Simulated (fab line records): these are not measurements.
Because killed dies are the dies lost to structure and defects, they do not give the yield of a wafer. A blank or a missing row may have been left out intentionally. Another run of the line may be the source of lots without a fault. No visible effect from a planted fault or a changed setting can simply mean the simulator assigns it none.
fab line records / flow gf180mcu
record lots=7 wafers=21 last_day=34
route steps=602 shown VT_IMPLANT@104
lots untouched by any fault: they come from a run of this same line in which no faults occurred
start_h: hours from the record's opening day to when the first of the lot's shown wafers began / wait_h: hours since the lot's step before / " as in the row above / L1.1+2: one row covering several wafers at once / - no value, or no start given / * or withheld: withheld / < > ~ a bound
route shown NAME@n: names a module that has steps shown in the file, with the first one's number in the route / usual: mean and standard deviation over wafers with no fault / same: alike in all rows / chamber/n: place in a boat / sites: each site's reading / _std_site: standard deviation of those values / _edge_site: the outer-site mean with the inner-site mean subtracted / radius_mm: for every site, how far away it sits from the centre of the wafer / mask NAME#n: copy n / behind: the last tool/chamber to shape the wafer / hold: the reason the lot was held/the length of the hold in hours/how it ended / device: names the non-switching transistor (n, p or np) / end of line: the same wafers' tests at the end of the route / where a step has no rows: the recipe by itself / killed: count of dies lost to structure and defects at first sort (not the wafer's yield) / map: the dies of a wafer, with x for killed, . for not killed, _ for no die there
set.NAME: the setting that was run; set.NAME@STEP: the one run at that earlier step / model.NAME: the simulator's own value behind a step, which no gauge read
lots at some steps of the route; a table a step, a row a wafer
services: when a tool's chamber went out of use (start_h, in hours from the record's first day, below 0 if earlier), for how many hours, and the reason
## steps
# step GF_VT_IMPLANT_SOFTBAKE_14
# recipe temp_c=90 time_s=60 resist=NOVOLAK
# step GF_VT_IMPLANT_EXPOSE_15
# recipe mask_id=Nwell_LV_AREA target_cd_nm=860 na=0.6 source_shape=conventional sigma_outer=0.6 dose_mj=140
# step GF_VT_IMPLANT_PEB_16
# recipe temp_c=withheld time_s=* resist=NOVOLAK
# step GF_VT_IMPLANT_DEVELOP_17
# recipe develop_time_s=60 dev_temp_c=23
# step GF_VT_IMPLANT_OVL_MEAS_18
# usual VT_IMPLANT_01_OVL=-0.4/1.2
lot.wafer=L618.3 tool=overlay-01 chamber=- start_h=143.97 wait_h=0.1 VT_IMPLANT_01_OVL[nm]=-1.6
lot.wafer=L618.5 tool=overlay-01 chamber=- start_h=143.97 wait_h=0.1 VT_IMPLANT_01_OVL[nm]=-1.6
lot.wafer=L618.6 tool=overlay-01 chamber=- start_h=143.97 wait_h=0.1 VT_IMPLANT_01_OVL[nm]=1.2
lot.wafer=L621.2 tool=overlay-01 chamber=- start_h=163.82 wait_h=0.1 VT_IMPLANT_01_OVL[nm]=-0.8
lot.wafer=L621.4 tool=overlay-01 chamber=- start_h=163.82 wait_h=0.1 VT_IMPLANT_01_OVL[nm]=-1.1
lot.wafer=L621.6 tool=overlay-01 chamber=- start_h=163.82 wait_h=0.1 VT_IMPLANT_01_OVL[nm]=0.8
lot.wafer=L625.1 tool=overlay-01 chamber=- start_h=190.81 wait_h=0.1 VT_IMPLANT_01_OVL[nm]=-0.5
lot.wafer=L625.3 tool=overlay-01 chamber=- start_h=190.81 wait_h=0.1 VT_IMPLANT_01_OVL[nm]=-0.6
lot.wafer=L625.5 tool=overlay-01 chamber=- start_h=190.81 wait_h=0.1 VT_IMPLANT_01_OVL[nm]=-1.6
lot.wafer=L626.1 tool=overlay-01 chamber=- start_h=195.47 wait_h=0.1 VT_IMPLANT_01_OVL[nm]=1.3
lot.wafer=L626.2 tool=overlay-01 chamber=- start_h=195.47 wait_h=0.1 VT_IMPLANT_01_OVL[nm]=0.5
lot.wafer=L626.3 tool=overlay-01 chamber=- start_h=195.47 wait_h=0.1 VT_IMPLANT_01_OVL[nm]=-0.6
lot.wafer=L627.1 tool=overlay-02 chamber=- start_h=200.76 wait_h=0.1 VT_IMPLANT_01_OVL[nm]=0.0
lot.wafer=L627.3 tool=overlay-02 chamber=- start_h=200.76 wait_h=0.1 VT_IMPLANT_01_OVL[nm]=0.2
lot.wafer=L627.6 tool=overlay-02 chamber=- start_h=200.76 wait_h=0.1 VT_IMPLANT_01_OVL[nm]=-0.8
lot.wafer=L629.1 tool=overlay-01 chamber=- start_h=215.41 wait_h=0.1 VT_IMPLANT_01_OVL[nm]=0.7
lot.wafer=L629.3 tool=overlay-01 chamber=- start_h=215.41 wait_h=0.1 VT_IMPLANT_01_OVL[nm]=0.3
lot.wafer=L629.5 tool=overlay-01 chamber=- start_h=215.41 wait_h=0.1 VT_IMPLANT_01_OVL[nm]=0.2
lot.wafer=L637.2 tool=overlay-02 chamber=- start_h=267.59 wait_h=0.1 VT_IMPLANT_01_OVL[nm]=-1.5
lot.wafer=L637.4 tool=overlay-02 chamber=- start_h=267.59 wait_h=0.1 VT_IMPLANT_01_OVL[nm]=-1.0
lot.wafer=L637.5 tool=overlay-02 chamber=- start_h=267.59 wait_h=0.1 VT_IMPLANT_01_OVL[nm]=0.5
# step GF_VT_IMPLANT_IMPLANT_19
# recipe species=As energy_kev=100 dose_cm2=4.35e+12 tilt_deg=7
# step GF_VT_IMPLANT_STRIP_20
# recipe chemistry=O2/N2 power_w=1400 pressure_mtorr=1500 platen_temp_c=250 o2_flow_sccm=3000 n2_flow_sccm=300 overash_fraction=0.5
# usual drypump_motor_current_A=5.9/0.33 heater_power_w=331/23 n2_flow_sccm=300.1/0.93 oes_product_au=0.716/0.0047 strip_time_to_endpoint_s=12.63/0.032
lot.wafer=L618.3 tool=plasma_asher-01 chamber=0 start_h=144.18 wait_h=0.1 drypump_motor_current_A=5.6 heater_power_w=301 n2_flow_sccm=299.4 oes_product_au=0.711 rf_hours_counter_h=- strip_time_to_endpoint_s=12.71
lot.wafer=L618.5 tool=plasma_asher-01 chamber=1 start_h=144.18 wait_h=0.1 drypump_motor_current_A=6.0 heater_power_w=334 n2_flow_sccm=301.1 oes_product_au=0.711 rf_hours_counter_h=- strip_time_to_endpoint_s=12.66
lot.wafer=L618.6 tool=plasma_asher-01 chamber=0 start_h=144.18 wait_h=0.1 drypump_motor_current_A=5.6 heater_power_w=299 n2_flow_sccm=300.1 oes_product_au=0.713 rf_hours_counter_h=- strip_time_to_endpoint_s=12.60
lot.wafer=L621.2 tool=plasma_asher-03 chamber=0 start_h=164.00 wait_h=0.1 drypump_motor_current_A=6.2 heater_power_w=373 n2_flow_sccm=299.4 oes_product_au=0.711 rf_hours_counter_h=54 strip_time_to_endpoint_s=12.61
lot.wafer=L621.4 tool=plasma_asher-03 chamber=1 start_h=164.00 wait_h=0.1 drypump_motor_current_A=5.4 heater_power_w=309 n2_flow_sccm=299.0 oes_product_au=0.711 rf_hours_counter_h=- strip_time_to_endpoint_s=12.60
lot.wafer=L621.6 tool=plasma_asher-03 chamber=0 start_h=164.00 wait_h=0.1 drypump_motor_current_A=6.2 heater_power_w=378 n2_flow_sccm=299.7 oes_product_au=0.722 rf_hours_counter_h=- strip_time_to_endpoint_s=12.63
lot.wafer=L625.1 tool=plasma_asher-03 chamber=0 start_h=191.00 wait_h=0.1 drypump_motor_current_A=6.2 heater_power_w=378 n2_flow_sccm=299.6 oes_product_au=0.713 rf_hours_counter_h=57 strip_time_to_endpoint_s=12.60
lot.wafer=L625.3 tool=plasma_asher-03 chamber=0 start_h=191.00 wait_h=0.1 drypump_motor_current_A=6.2 heater_power_w=380 n2_flow_sccm=300.6 oes_product_au=0.721 rf_hours_counter_h=- strip_time_to_endpoint_s=12.62
lot.wafer=L625.5 tool=plasma_asher-03 chamber=0 start_h=191.00 wait_h=0.1 drypump_motor_current_A=6.2 heater_power_w=378 n2_flow_sccm=299.9 oes_product_au=0.719 rf_hours_counter_h=- strip_time_to_endpoint_s=12.58
lot.wafer=L626.1 tool=plasma_asher-01 chamber=1 start_h=195.65 wait_h=0.1 drypump_motor_current_A=6.0 heater_power_w=329 n2_flow_sccm=299.8 oes_product_au=0.726 rf_hours_counter_h=9 strip_time_to_endpoint_s=12.66
lot.wafer=L626.2 tool=plasma_asher-01 chamber=0 start_h=195.65 wait_h=0.1 drypump_motor_current_A=5.6 heater_power_w=294 n2_flow_sccm=300.2 oes_product_au=0.722 rf_hours_counter_h=9 strip_time_to_endpoint_s=12.67
lot.wafer=L626.3 tool=plasma_asher-01 chamber=0 start_h=195.65 wait_h=0.1 drypump_motor_current_A=5.6 heater_power_w=301 n2_flow_sccm=301.0 oes_product_au=0.717 rf_hours_counter_h=- strip_time_to_endpoint_s=12.63
lot.wafer=L627.1 tool=plasma_asher-02 chamber=1 start_h=200.95 wait_h=0.1 drypump_motor_current_A=6.3 heater_power_w=332 n2_flow_sccm=300.4 oes_product_au=0.715 rf_hours_counter_h=38 strip_time_to_endpoint_s=12.58
lot.wafer=L627.3 tool=plasma_asher-02 chamber=0 start_h=200.95 wait_h=0.1 drypump_motor_current_A=5.8 heater_power_w=313 n2_flow_sccm=299.8 oes_product_au=0.716 rf_hours_counter_h=- strip_time_to_endpoint_s=12.60
lot.wafer=L627.6 tool=plasma_asher-02 chamber=1 start_h=200.95 wait_h=0.1 drypump_motor_current_A=6.3 heater_power_w=336 n2_flow_sccm=299.7 oes_product_au=0.714 rf_hours_counter_h=- strip_time_to_endpoint_s=12.60
lot.wafer=L629.1 tool=plasma_asher-02 chamber=1 start_h=215.60 wait_h=0.1 drypump_motor_current_A=6.3 heater_power_w=326 n2_flow_sccm=298.7 oes_product_au=0.719 rf_hours_counter_h=40 strip_time_to_endpoint_s=12.64
lot.wafer=L629.3 tool=plasma_asher-02 chamber=1 start_h=215.60 wait_h=0.1 drypump_motor_current_A=6.3 heater_power_w=326 n2_flow_sccm=298.4 oes_product_au=0.708 rf_hours_counter_h=- strip_time_to_endpoint_s=12.68
lot.wafer=L629.5 tool=plasma_asher-02 chamber=1 start_h=215.60 wait_h=0.1 drypump_motor_current_A=6.3 heater_power_w=330 n2_flow_sccm=296.8 oes_product_au=0.718 rf_hours_counter_h=- strip_time_to_endpoint_s=12.66
lot.wafer=L637.2 tool=plasma_asher-02 chamber=0 start_h=267.77 wait_h=0.1 drypump_motor_current_A=5.8 heater_power_w=326 n2_flow_sccm=300.8 oes_product_au=0.719 rf_hours_counter_h=44 strip_time_to_endpoint_s=12.62
lot.wafer=L637.4 tool=plasma_asher-02 chamber=1 start_h=267.77 wait_h=0.1 drypump_motor_current_A=6.3 heater_power_w=332 n2_flow_sccm=300.1 oes_product_au=0.710 rf_hours_counter_h=- strip_time_to_endpoint_s=12.65
lot.wafer=L637.5 tool=plasma_asher-02 chamber=0 start_h=267.77 wait_h=0.1 drypump_motor_current_A=5.8 heater_power_w=316 n2_flow_sccm=299.2 oes_product_au=0.714 rf_hours_counter_h=- strip_time_to_endpoint_s=12.62
# step GF_VT_IMPLANT_TW_MEAS_21
# usual VT_IMPLANT_2_TW=1223/5.9
lot.wafer=L618.3 tool=film_metro-01 chamber=- start_h=144.27 wait_h=0.1 VT_IMPLANT_2_TW=1219
lot.wafer=L618.5 tool=film_metro-01 chamber=- start_h=144.27 wait_h=0.1 VT_IMPLANT_2_TW=1220
lot.wafer=L618.6 tool=film_metro-01 chamber=- start_h=144.27 wait_h=0.1 VT_IMPLANT_2_TW=1220
lot.wafer=L621.2 tool=film_metro-04 chamber=- start_h=164.11 wait_h=0.1 VT_IMPLANT_2_TW=1224
lot.wafer=L621.4 tool=film_metro-04 chamber=- start_h=164.11 wait_h=0.1 VT_IMPLANT_2_TW=1225
lot.wafer=L621.6 tool=film_metro-04 chamber=- start_h=164.11 wait_h=0.1 VT_IMPLANT_2_TW=1231
lot.wafer=L625.1 tool=film_metro-04 chamber=- start_h=191.10 wait_h=0.1 VT_IMPLANT_2_TW=1214
lot.wafer=L625.3 tool=film_metro-04 chamber=- start_h=191.10 wait_h=0.1 VT_IMPLANT_2_TW=1214
lot.wafer=L625.5 tool=film_metro-04 chamber=- start_h=191.10 wait_h=0.1 VT_IMPLANT_2_TW=1214
lot.wafer=L626.1 tool=film_metro-01 chamber=- start_h=195.75 wait_h=0.1 VT_IMPLANT_2_TW=1226
lot.wafer=L626.2 tool=film_metro-01 chamber=- start_h=195.75 wait_h=0.1 VT_IMPLANT_2_TW=1227
lot.wafer=L626.3 tool=film_metro-01 chamber=- start_h=195.75 wait_h=0.1 VT_IMPLANT_2_TW=1223
lot.wafer=L627.1 tool=film_metro-02 chamber=- start_h=201.05 wait_h=0.1 VT_IMPLANT_2_TW=1223
lot.wafer=L627.3 tool=film_metro-02 chamber=- start_h=201.05 wait_h=0.1 VT_IMPLANT_2_TW=1222
lot.wafer=L627.6 tool=film_metro-02 chamber=- start_h=201.05 wait_h=0.1 VT_IMPLANT_2_TW=1225
lot.wafer=L629.1 tool=film_metro-04 chamber=- start_h=215.70 wait_h=0.1 VT_IMPLANT_2_TW=1225
lot.wafer=L629.3 tool=film_metro-04 chamber=- start_h=215.70 wait_h=0.1 VT_IMPLANT_2_TW=1217
lot.wafer=L629.5 tool=film_metro-04 chamber=- start_h=215.70 wait_h=0.1 VT_IMPLANT_2_TW=1221
lot.wafer=L637.2 tool=film_metro-04 chamber=- start_h=267.88 wait_h=0.1 VT_IMPLANT_2_TW=1222
lot.wafer=L637.4 tool=film_metro-04 chamber=- start_h=267.88 wait_h=0.1 VT_IMPLANT_2_TW=1221
lot.wafer=L637.5 tool=film_metro-04 chamber=- start_h=267.88 wait_h=0.1 VT_IMPLANT_2_TW=1222
# step GF_VT_IMPLANT_DEHYDRATE_22
# recipe temp_c=200 time_s=60
# step GF_VT_IMPLANT_HMDS_23
# recipe prime_time_s=60 prime_temp_c=120
# step GF_VT_IMPLANT_COAT_24
# recipe resist=NOVOLAK spin_rpm=3000 resist_thk_nm=1000
# step GF_VT_IMPLANT_SOFTBAKE_25
# recipe temp_c=90 time_s=60 resist=NOVOLAK
# step GF_VT_IMPLANT_EXPOSE_26
# recipe mask_id=LVPWELL_HV_AREA target_cd_nm=860 na=0.6 source_shape=conventional sigma_outer=0.6 dose_mj=140
# usual exposure_dose_mJ_cm2=139.99/0.14
lot.wafer=L618.3 tool=iline_stepper-02 chamber=0 start_h=151.93 wait_h=- mask=LVPWELL_HV_AREA#0 exposure_dose_mJ_cm2=139.82 model.VT_IMPLANT.overlay_x_nm=-0.04988
lot.wafer=L618.5 tool=iline_stepper-02 chamber=0 start_h=151.93 wait_h=- mask=LVPWELL_HV_AREA#0 exposure_dose_mJ_cm2=139.90 model.VT_IMPLANT.overlay_x_nm=-0.04988
lot.wafer=L618.6 tool=iline_stepper-02 chamber=0 start_h=151.93 wait_h=- mask=LVPWELL_HV_AREA#0 exposure_dose_mJ_cm2=139.87 model.VT_IMPLANT.overlay_x_nm=-0.04988
lot.wafer=L621.2 tool=iline_stepper-01 chamber=0 start_h=172.04 wait_h=- mask=LVPWELL_HV_AREA#0 exposure_dose_mJ_cm2=140.04 model.VT_IMPLANT.overlay_x_nm=0.4441
lot.wafer=L621.4 tool=iline_stepper-01 chamber=0 start_h=172.04 wait_h=- mask=LVPWELL_HV_AREA#0 exposure_dose_mJ_cm2=140.05 model.VT_IMPLANT.overlay_x_nm=0.4441
lot.wafer=L621.6 tool=iline_stepper-01 chamber=0 start_h=172.04 wait_h=- mask=LVPWELL_HV_AREA#0 exposure_dose_mJ_cm2=140.08 model.VT_IMPLANT.overlay_x_nm=0.4441
lot.wafer=L625.1 tool=iline_stepper-02 chamber=0 start_h=199.34 wait_h=- mask=LVPWELL_HV_AREA#0 exposure_dose_mJ_cm2=139.94 model.VT_IMPLANT.overlay_x_nm=0.5888
lot.wafer=L625.3 tool=iline_stepper-02 chamber=0 start_h=199.34 wait_h=- mask=LVPWELL_HV_AREA#0 exposure_dose_mJ_cm2=140.10 model.VT_IMPLANT.overlay_x_nm=0.5888
lot.wafer=L625.5 tool=iline_stepper-02 chamber=0 start_h=199.34 wait_h=- mask=LVPWELL_HV_AREA#0 exposure_dose_mJ_cm2=140.25 model.VT_IMPLANT.overlay_x_nm=0.5888
lot.wafer=L626.1 tool=iline_stepper-02 chamber=0 start_h=204.17 wait_h=- mask=LVPWELL_HV_AREA#0 exposure_dose_mJ_cm2=140.00 model.VT_IMPLANT.overlay_x_nm=264.6
lot.wafer=L626.2 tool=iline_stepper-02 chamber=0 start_h=204.17 wait_h=- mask=LVPWELL_HV_AREA#0 exposure_dose_mJ_cm2=139.93 model.VT_IMPLANT.overlay_x_nm=264.6
lot.wafer=L626.3 tool=iline_stepper-02 chamber=0 start_h=204.17 wait_h=- mask=LVPWELL_HV_AREA#0 exposure_dose_mJ_cm2=139.72 model.VT_IMPLANT.overlay_x_nm=264.6
lot.wafer=L627.1 tool=iline_stepper-02 chamber=0 start_h=209.93 wait_h=- mask=LVPWELL_HV_AREA#0 exposure_dose_mJ_cm2=139.97 model.VT_IMPLANT.overlay_x_nm=265.7
lot.wafer=L627.3 tool=iline_stepper-02 chamber=0 start_h=209.93 wait_h=- mask=LVPWELL_HV_AREA#0 exposure_dose_mJ_cm2=139.90 model.VT_IMPLANT.overlay_x_nm=265.7
lot.wafer=L627.6 tool=iline_stepper-02 chamber=0 start_h=209.93 wait_h=- mask=LVPWELL_HV_AREA#0 exposure_dose_mJ_cm2=139.92 model.VT_IMPLANT.overlay_x_nm=265.7
lot.wafer=L629.1 tool=iline_stepper-02 chamber=0 start_h=224.96 wait_h=- mask=LVPWELL_HV_AREA#0 exposure_dose_mJ_cm2=139.95 model.VT_IMPLANT.overlay_x_nm=264.3
lot.wafer=L629.3 tool=iline_stepper-02 chamber=0 start_h=224.96 wait_h=- mask=LVPWELL_HV_AREA#0 exposure_dose_mJ_cm2=140.00 model.VT_IMPLANT.overlay_x_nm=264.3
lot.wafer=L629.5 tool=iline_stepper-02 chamber=0 start_h=224.96 wait_h=- mask=LVPWELL_HV_AREA#0 exposure_dose_mJ_cm2=139.85 model.VT_IMPLANT.overlay_x_nm=264.3
lot.wafer=L637.2 tool=iline_stepper-01 chamber=0 start_h=277.55 wait_h=- mask=LVPWELL_HV_AREA#0 exposure_dose_mJ_cm2=139.87 model.VT_IMPLANT.overlay_x_nm=0.2243
lot.wafer=L637.4 tool=iline_stepper-01 chamber=0 start_h=277.55 wait_h=- mask=LVPWELL_HV_AREA#0 exposure_dose_mJ_cm2=140.07 model.VT_IMPLANT.overlay_x_nm=0.2243
lot.wafer=L637.5 tool=iline_stepper-01 chamber=0 start_h=277.55 wait_h=- mask=LVPWELL_HV_AREA#0 exposure_dose_mJ_cm2=140.07 model.VT_IMPLANT.overlay_x_nm=0.2243
# step GF_VT_IMPLANT_PEB_27
# recipe temp_c=withheld time_s=* resist=NOVOLAK
# step GF_VT_IMPLANT_DEVELOP_28
# recipe develop_time_s=60 dev_temp_c=23
# step GF_VT_IMPLANT_OVL_MEAS_29
# usual VT_IMPLANT_02_OVL=1.2/1.3
lot.wafer=L618.3 tool=overlay-01 chamber=- start_h=159.28 wait_h=0.1 hold=- VT_IMPLANT_02_OVL[nm]=1.0
lot.wafer=L618.5 tool=overlay-01 chamber=- start_h=159.28 wait_h=0.1 hold=- VT_IMPLANT_02_OVL[nm]=0.9
lot.wafer=L618.6 tool=overlay-01 chamber=- start_h=159.28 wait_h=0.1 hold=- VT_IMPLANT_02_OVL[nm]=2.1
lot.wafer=L621.2 tool=overlay-01 chamber=- start_h=179.97 wait_h=0.1 hold=- VT_IMPLANT_02_OVL[nm]=2.0
lot.wafer=L621.4 tool=overlay-01 chamber=- start_h=179.97 wait_h=0.1 hold=- VT_IMPLANT_02_OVL[nm]=0.1
lot.wafer=L621.6 tool=overlay-01 chamber=- start_h=179.97 wait_h=0.1 hold=- VT_IMPLANT_02_OVL[nm]=1.0
lot.wafer=L625.1 tool=overlay-01 chamber=- start_h=207.53 wait_h=0.1 hold=- VT_IMPLANT_02_OVL[nm]=0.4
lot.wafer=L625.3 tool=overlay-01 chamber=- start_h=207.53 wait_h=0.1 hold=- VT_IMPLANT_02_OVL[nm]=2.9
lot.wafer=L625.5 tool=overlay-01 chamber=- start_h=207.53 wait_h=0.1 hold=- VT_IMPLANT_02_OVL[nm]=4.2
lot.wafer=L626.1 tool=overlay-02 chamber=- start_h=212.47 wait_h=0.1 hold=await_dispo/0.2h/release VT_IMPLANT_02_OVL[nm]=265.2
lot.wafer=L626.2 tool=overlay-02 chamber=- start_h=212.47 wait_h=0.1 hold=await_dispo/0.2h/release VT_IMPLANT_02_OVL[nm]=265.5
lot.wafer=L626.3 tool=overlay-02 chamber=- start_h=212.47 wait_h=0.1 hold=await_dispo/0.2h/release VT_IMPLANT_02_OVL[nm]=266.7
lot.wafer=L626.1 tool=overlay-02 chamber=- start_h=212.67 wait_h=0.2 hold=- VT_IMPLANT_02_OVL[nm]=263.4
lot.wafer=L626.2 tool=overlay-02 chamber=- start_h=212.67 wait_h=0.2 hold=- VT_IMPLANT_02_OVL[nm]=263.6
lot.wafer=L626.3 tool=overlay-02 chamber=- start_h=212.67 wait_h=0.2 hold=- VT_IMPLANT_02_OVL[nm]=265.5
lot.wafer=L627.1 tool=overlay-02 chamber=- start_h=218.16 wait_h=0.1 hold=await_dispo/0.2h/release VT_IMPLANT_02_OVL[nm]=266.0
lot.wafer=L627.3 tool=overlay-02 chamber=- start_h=218.16 wait_h=0.1 hold=await_dispo/0.2h/release VT_IMPLANT_02_OVL[nm]=266.7
lot.wafer=L627.6 tool=overlay-02 chamber=- start_h=218.16 wait_h=0.1 hold=await_dispo/0.2h/release VT_IMPLANT_02_OVL[nm]=266.1
lot.wafer=L627.1 tool=overlay-02 chamber=- start_h=218.36 wait_h=0.2 hold=- VT_IMPLANT_02_OVL[nm]=264.1
lot.wafer=L627.3 tool=overlay-02 chamber=- start_h=218.36 wait_h=0.2 hold=- VT_IMPLANT_02_OVL[nm]=264.8
lot.wafer=L627.6 tool=overlay-02 chamber=- start_h=218.36 wait_h=0.2 hold=- VT_IMPLANT_02_OVL[nm]=264.8
lot.wafer=L629.1 tool=overlay-01 chamber=- start_h=233.96 wait_h=0.1 hold=await_dispo/0.2h/release VT_IMPLANT_02_OVL[nm]=262.0
lot.wafer=L629.3 tool=overlay-01 chamber=- start_h=233.96 wait_h=0.1 hold=await_dispo/0.2h/release VT_IMPLANT_02_OVL[nm]=264.3
lot.wafer=L629.5 tool=overlay-01 chamber=- start_h=233.96 wait_h=0.1 hold=await_dispo/0.2h/release VT_IMPLANT_02_OVL[nm]=265.9
lot.wafer=L629.1 tool=overlay-01 chamber=- start_h=234.16 wait_h=0.2 hold=- VT_IMPLANT_02_OVL[nm]=260.9
lot.wafer=L629.3 tool=overlay-01 chamber=- start_h=234.16 wait_h=0.2 hold=- VT_IMPLANT_02_OVL[nm]=262.5
lot.wafer=L629.5 tool=overlay-01 chamber=- start_h=234.16 wait_h=0.2 hold=- VT_IMPLANT_02_OVL[nm]=264.1
lot.wafer=L637.2 tool=overlay-01 chamber=- start_h=287.22 wait_h=0.1 hold=- VT_IMPLANT_02_OVL[nm]=0.6
lot.wafer=L637.4 tool=overlay-01 chamber=- start_h=287.22 wait_h=0.1 hold=- VT_IMPLANT_02_OVL[nm]=1.8
lot.wafer=L637.5 tool=overlay-01 chamber=- start_h=287.22 wait_h=0.1 hold=- VT_IMPLANT_02_OVL[nm]=0.5
## services
tool=iline_stepper-01 chamber=- start_h=132.08 hours=6.8 kind=repair
tool=plasma_asher-02 chamber=- start_h=142.49 hours=24.3 kind=pm
tool=iline_stepper-02 chamber=- start_h=148.95 hours=1.7 kind=pm
tool=iline_stepper-02 chamber=- start_h=156.51 hours=8.9 kind=pm
tool=iline_stepper-01 chamber=0 start_h=230.12 hours=- kind=calibration
tool=plasma_asher-01 chamber=- start_h=231.24 hours=0.7 kind=repair
tool=iline_stepper-02 chamber=0 start_h=252.82 hours=- kind=calibration
## key
first_sign step=GF_VT_IMPLANT_OVL_MEAS_29 reading=visit direction=added
effect step=GF_VT_IMPLANT_OVL_MEAS_29 reading=VT_IMPLANT_02_OVL direction=up sigmas=99+ usual=1.2 struck=265.4
model_effect step=GF_VT_IMPLANT_EXPOSE_26 value=VT_IMPLANT.overlay_x_nm without=0.9406 struck=264.9
met_at GF_VT_IMPLANT_EXPOSE_26
struck_wafers L626.1,L626.2,L626.3,L627.1,L627.3,L627.6,L629.1,L629.3,L629.5
scrapped_behind GF_VT_IMPLANT_OVL_MEAS_29 L626.1,L626.2,L626.3,L627.1,L627.3,L627.6,L629.1,L629.3,L629.5
onset_between 199.34 204.17
fault kind=scanner_matching_overlay tool=iline_stepper-02 chamber=- onset_h=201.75 steps=GF_VT_IMPLANT_EXPOSE_26 offset=263.93
